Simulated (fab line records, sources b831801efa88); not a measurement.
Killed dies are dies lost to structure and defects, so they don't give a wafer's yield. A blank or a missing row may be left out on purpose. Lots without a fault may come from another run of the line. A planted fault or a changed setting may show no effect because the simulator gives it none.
fab line records | flow gf180mcu
record lots=13 wafers=38 last_day=34
route steps=602 shown STI@1 POLY_GATE@168
lots that met no fault: from a run of the same line without faults
start_h: hours from the record's first day to the start of the lot's first wafer shown | wait_h: hours since the lot's step before | " the same as in the row above | L1.1+2: a row that stands for several wafers | - no value, or no start given | * or withheld: withheld | < > ~ a bound
route shown NAME@n: a module of which the file shows steps, and the number in the route of the first | usual: mean/standard deviation of fault-free wafers | same: alike in all rows | chamber/n: place in a boat | sites: the reading at each site | _std_site: their standard deviation | _edge_site: outer sites' mean less inner sites' | radius_mm: how far each site lies from the wafer's centre | mask NAME#n: copy n | behind: the tool/chamber that last shaped the wafer | hold: why the lot was held/for how many hours/how that ended | device: the transistor (n, p or np) that didn't switch | end of line: the same wafers' tests at the end of the route | a step without rows: its recipe alone | killed: dies lost to structure and defects at the first sort, not the wafer's yield | map: a wafer's dies, x killed, . not, _ none there
set.NAME: the setting as run; set.NAME@STEP: as run at that earlier step | model.NAME: the simulator's own value behind a step, which no gauge read
steps of the route over a sample of lots; a table a step, a row a wafer
services: from which hour (start_h, from the record's first day; less than 0 if before it) a tool's chamber was out of use, for how many hours, and why
## steps
# step GF_STI_BOW_MEAS_00
# recipe mode=bow
# usual INCOMING_BOW=-1/5.6
# columns lot.wafer tool chamber start_h wait_h INCOMING_BOW[um]
L628.2 film_metro-04 - 15.02 - -3
L628.4 " - " " 5
L628.5 " - " " -2
L629.3 film_metro-04 - 20.04 - 4
L629.5 " - " " 2
L629.6 " - " " 6
L630.1 film_metro-01 - 25.00 - 5
L630.4 " - " " -6
L630.5 " - " " 1
L635.2 film_metro-02 - 50.02 - 2
L635.6 " - " " -6
L636.2 film_metro-04 - 55.02 - -3
L636.3 " - " " 4
L636.4 " - " " 1
L638.1 film_metro-04 - 65.00 - -4
L638.2 " - " " 1
L638.6 " - " " -5
L642.1 film_metro-02 - 85.00 - -11
L642.4 " - " " 4
L642.6 " - " " 6
L645.1 film_metro-04 - 100.00 - -1
L645.2 " - " " -13
L645.4 " - " " 11
L646.3 film_metro-02 - 105.04 - -1
L646.4 " - " " -7
L646.6 " - " " 11
L647.3 film_metro-02 - 110.04 - 8
L647.4 " - " " -7
L647.5 " - " " 0
L648.1 film_metro-02 - 115.00 - -5
L648.2 " - " " 8
L648.6 " - " " -5
L649.1 film_metro-01 - 120.00 - -4
L649.5 " - " " -7
L649.6 " - " " 0
L650.3 film_metro-01 - 125.04 - -4
L650.4 " - " " -2
L650.6 " - " " 7
# step GF_STI_ETCH_14
# recipe target=Si chemistry=HBr/Cl2/O2 target_depth_nm=360 icp_w=600 bias_w=150 pressure_mtorr=15 HBr_flow_sccm=150 Cl2_flow_sccm=40 O2_flow_sccm=6 time_s=102.9
# usual drypump_motor_current_A=5.5/0.47 oes_product_au=1.001/0.011 rf_fwd_power_W=596.5/2.1 throttle_valve_pct=25.657/0.011
# columns lot.wafer tool chamber start_h wait_h drypump_motor_current_A oes_product_au rf_fwd_power_W rf_hours_counter_h throttle_valve_pct
L628.2 rie_si-01 1 31.02 0.0 5.9 0.999 598.2 89 25.649
L628.4 " 0 " " 5.0 1.017 597.8 61 25.649
L628.5 " 2 " " 6.1 0.994 591.0 - 25.651
L629.3 rie_si-01 3 35.10 0.0 5.0 1.010 596.6 74 25.656
L629.5 " 1 " " 6.0 1.011 596.1 - 25.656
L629.6 " 2 " " 6.1 1.000 593.0 - 25.640
L630.1 rie_si-01 3 41.06 0.0 5.0 1.006 596.9 74 25.665
L630.4 " 1 " " 5.9 0.998 598.8 89 25.655
L630.5 " 3 " " 4.9 0.998 597.0 - 25.664
L635.2 rie_si-01 1 66.52 0.0 5.9 0.857 595.1 89 25.740
L635.6 " 3 " " 4.9 0.996 596.7 - 25.650
L636.2 rie_si-01 0 72.15 0.0 5.0 0.866 599.4 61 25.740
L636.3 " 2 " " 6.1 0.872 593.9 99 25.750
L636.4 " 1 " " 5.9 0.999 598.9 89 25.649
L638.1 rie_si-01 3 82.56 0.0 4.9 1.011 596.8 74 25.653
L638.2 " 0 " " 5.0 0.870 596.3 61 25.745
L638.6 " 1 " " 5.9 0.998 599.5 - 25.652
L642.1 rie_si-02 2 103.41 0.0 5.4 0.998 598.2 115 25.646
L642.4 " 0 " " 5.4 1.020 594.9 138 25.653
L642.6 " 3 " " 4.9 0.981 599.3 - 25.676
L645.1 rie_si-02 1 118.35 0.0 6.1 0.996 595.1 73 25.678
L645.2 " 2 " " 5.4 0.987 598.6 115 25.683
L645.4 " 3 " " 4.9 0.981 598.8 0 25.667
L646.3 rie_si-02 1 124.50 0.0 6.2 0.994 596.6 73 25.664
L646.4 " 2 " " 5.4 1.004 596.3 115 25.644
L646.6 " 0 " " 5.4 1.010 591.6 - 25.648
L647.3 rie_si-02 2 129.56 0.0 5.4 0.992 591.9 115 25.652
L647.4 " 3 " " 4.9 0.984 600.0 0 25.670
L647.5 " 1 " " 6.1 0.981 597.3 - 25.651
L648.1 rie_si-02 2 133.71 0.0 5.4 0.992 595.3 115 25.652
L648.2 " 3 " " 4.9 0.990 593.6 0 25.670
L648.6 " 1 " " 6.1 0.990 596.6 - 25.656
L649.1 rie_si-02 1 139.30 0.0 6.1 0.992 596.6 73 25.659
L649.5 " 2 " " 5.4 1.001 594.0 - 25.671
L649.6 " 3 " " 5.0 0.989 599.0 - 25.674
L650.3 rie_si-01 3 145.02 0.0 4.9 1.012 596.7 75 25.650
L650.4 " 2 " " 6.0 1.004 594.7 100 25.665
L650.6 " 1 " " 5.9 0.989 594.5 - 25.665
# step GF_STI_STRIP_15
# recipe chemistry=O2/N2 power_w=1400 pressure_mtorr=1500 platen_temp_c=250 o2_flow_sccm=3000 n2_flow_sccm=300 overash_fraction=0.5
# usual drypump_motor_current_A=5.8/0.43 heater_power_w=350/29 n2_flow_sccm=300.0/0.9 oes_product_au=0.384/0.0047 strip_time_to_endpoint_s=3.73/0.045
# columns lot.wafer tool chamber start_h wait_h drypump_motor_current_A heater_power_w n2_flow_sccm oes_product_au rf_hours_counter_h strip_time_to_endpoint_s
L628.2 plasma_asher-01 0 31.09 0.0 5.5 348 300.9 0.384 23 3.74
L628.4 " 1 " " 5.4 333 298.9 0.385 - 3.70
L628.5 " 0 " " 5.6 352 300.1 0.381 - 3.71
L629.3 plasma_asher-01 0 35.20 0.1 5.5 348 299.8 0.384 - 3.72
L629.5 " 1 " " 5.4 345 299.2 0.378 - 3.72
L629.6 " 0 " " 5.6 348 299.1 0.390 - 3.76
L630.1 plasma_asher-01 1 41.13 0.0 5.4 336 299.3 0.378 24 3.70
L630.4 " 0 " " 5.6 348 300.1 0.388 - 3.74
L630.5 " 0 " " 5.5 350 300.5 0.379 - 3.78
L635.2 plasma_asher-01 1 66.59 0.0 5.4 345 300.2 0.389 27 3.96
L635.6 " 0 " " 5.6 347 300.6 0.392 - 3.82
L636.2 plasma_asher-01 1 72.22 0.0 5.4 336 300.4 0.401 28 4.00
L636.3 " 0 " " 5.6 352 300.3 0.392 - 4.02
L636.4 " 1 " " 5.4 337 299.3 0.387 - 3.70
L638.1 plasma_asher-02 0 82.63 0.0 6.4 397 299.6 0.388 40 3.81
L638.2 " 1 " " 5.6 327 301.4 0.400 40 4.02
L638.6 " 1 " " 5.6 324 299.8 0.384 - 3.80
L642.1 plasma_asher-01 1 103.48 0.0 5.4 329 300.4 0.385 31 3.66
L642.4 " 1 " " 5.4 335 299.2 0.381 - 3.63
L642.6 " 1 " " 5.4 332 299.7 0.385 - 3.79
L645.1 plasma_asher-03 0 118.42 0.0 6.5 389 300.3 0.387 47 3.76
L645.2 " 1 " " 5.5 314 300.7 0.387 47 3.73
L645.4 " 1 " " 5.4 318 300.8 0.387 - 3.78
L646.3 plasma_asher-02 1 124.60 0.1 5.6 318 300.3 0.383 - 3.68
L646.4 " 0 " " 6.4 397 297.7 0.377 - 3.73
L646.6 " 0 " " 6.4 400 298.8 0.380 - 3.71
L647.3 plasma_asher-01 1 129.66 0.1 5.4 331 301.5 0.389 - 3.78
L647.4 " 0 " " 5.5 338 300.6 0.394 - 3.81
L647.5 " 0 " " 5.5 359 298.7 0.380 - 3.76
L648.1 plasma_asher-01 0 133.78 0.0 5.5 343 299.6 0.380 34 3.76
L648.2 " 1 " " 5.4 339 300.6 0.385 34 3.79
L648.6 " 1 " " 5.4 342 301.4 0.388 - 3.80
L649.1 plasma_asher-03 0 139.37 0.0 6.5 383 301.6 0.386 49 3.75
L649.5 " 1 " " 5.5 321 301.0 0.385 - 3.71
L649.6 " 0 " " 6.5 401 299.9 0.389 - 3.78
L650.3 plasma_asher-03 1 145.13 0.1 5.4 316 301.1 0.378 - 3.71
L650.4 " 0 " " 6.5 399 300.9 0.381 - 3.74
L650.6 " 0 " " 6.5 387 299.3 0.387 - 3.76
# step GF_STI_THK_MEAS_24
# recipe reads=SiO2_of_STI_CVD_23
# usual STI_CVD_23_THK=655/6
# columns lot.wafer tool chamber start_h wait_h STI_CVD_23_THK[nm]
L628.2 film_metro-01 - 32.97 0.0 657
L628.4 " - " " 655
L628.5 " - " " 666
L629.3 film_metro-04 - 37.06 0.1 654
L629.5 " - " " 651
L629.6 " - " " 653
L630.1 film_metro-01 - 42.85 0.0 659
L630.4 " - " " 651
L630.5 " - " " 649
L635.2 film_metro-02 - 68.33 0.0 650
L635.6 " - " " 652
L636.2 film_metro-01 - 76.42 0.0 657
L636.3 " - " " 660
L636.4 " - " " 653
L638.1 film_metro-02 - 85.90 0.0 641
L638.2 " - " " 642
L638.6 " - " " 649
L642.1 film_metro-01 - 107.88 0.0 667
L642.4 " - " " 660
L642.6 " - " " 657
L645.1 film_metro-01 - 120.40 0.0 654
L645.2 " - " " 659
L645.4 " - " " 653
L646.3 film_metro-02 - 126.30 0.1 657
L646.4 " - " " 638
L646.6 " - " " 660
L647.3 film_metro-04 - 131.38 0.1 654
L647.4 " - " " 662
L647.5 " - " " 652
L648.1 film_metro-02 - 135.53 0.0 663
L648.2 " - " " 656
L648.6 " - " " 649
L649.1 film_metro-04 - 141.10 0.0 649
L649.5 " - " " 644
L649.6 " - " " 653
L650.3 film_metro-02 - 147.35 0.1 649
L650.4 " - " " 651
L650.6 " - " " 659
# step GF_POLY_GATE_OVL_MEAS_11
# usual POLY_GATE_OVL=5/6.5
# columns lot.wafer tool chamber start_h wait_h POLY_GATE_OVL[nm]
L628.2 overlay-01 - 202.29 0.1 13
L628.4 " - " " 9
L628.5 " - " " 5
L629.3 overlay-01 - 209.60 0.1 11
L629.5 " - " " 8
L629.6 " - " " 12
L630.1 overlay-02 - 223.98 0.1 8
L630.4 " - " " 9
L630.5 " - " " 8
L635.2 overlay-02 - 251.54 0.1 5
L635.6 " - " " 1
L636.2 overlay-02 - 262.92 0.1 -1
L636.3 " - " " -6
L636.4 " - " " 1
L638.1 overlay-01 - 275.73 0.1 10
L638.2 " - " " 1
L638.6 " - " " -1
L642.1 overlay-01 - 305.44 0.1 3
L642.4 " - " " -1
L642.6 " - " " 1
L645.1 overlay-01 - 322.69 0.1 3
L645.2 " - " " 19
L645.4 " - " " 15
L646.3 overlay-01 - 333.73 0.1 2
L646.4 " - " " 8
L646.6 " - " " 9
L647.3 overlay-01 - 335.80 0.1 20
L647.4 " - " " 12
L647.5 " - " " 14
L648.1 overlay-01 - 344.51 0.1 10
L648.2 " - " " -3
L648.6 " - " " -6
L649.1 overlay-02 - 352.17 0.1 5
L649.5 " - " " 1
L649.6 " - " " 8
L650.3 overlay-02 - 361.85 0.1 8
L650.4 " - " " 6
L650.6 " - " " -7
## services
# columns tool chamber start_h hours kind
rie_si-02 0 13.80 5.7 repair
plasma_asher-01 - 29.02 0.7 repair
plasma_asher-02 - 29.95 8.8 repair
plasma_asher-03 - 61.93 1.7 repair
rie_si-02 3 70.53 - clean
rie_si-02 3 70.53 22.0 scheduled_down
rie_si-02 3 70.53 22.0 vent_cycle
plasma_asher-01 - 95.61 1.9 repair
plasma_asher-01 - 95.69 0.6 repair
rie_si-01 2 101.49 7.1 repair
plasma_asher-03 - 124.87 4.0 repair
rie_si-01 - 135.46 4.3 pm
rie_si-02 0 136.48 - clean
rie_si-02 0 136.48 23.2 scheduled_down
rie_si-02 0 136.48 23.2 vent_cycle
## key
first_sign step=GF_STI_ETCH_14 reading=oes_product_au direction=down sigmas=12 usual=1.001 struck=0.866
effect step=GF_STI_ETCH_14 reading=throttle_valve_pct direction=up sigmas=7.8 usual=25.657 struck=25.744
effect step=GF_STI_STRIP_15 reading=strip_time_to_endpoint_s direction=up sigmas=5.8 usual=* struck=*
met_at GF_STI_ETCH_14
struck_lots L635,L636,L638
struck_wafers L635.2,L636.2,L636.3,L638.2
tester_left_out L635,L636,L638
not_acting_at GF_STI_BOW_MEAS_00,GF_STI_THK_MEAS_24,GF_POLY_GATE_OVL_MEAS_11
onset_between 41.06 66.52
fault kind=process_parameter_drift tool=rie_si-01 chamber=- onset_h=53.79 steps=GF_STI_ETCH_14 channel=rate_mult offset=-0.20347 shape=step end_h=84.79 scope=struck_wafers_only
# tester_left_out: of these lots the tester's yield and bins aren't shown, on N5 and GAA mostly nor the transistor test; their killed dies are dies lost to structure and defects alone, not to doping, threshold or leakage, so they don't give the yield
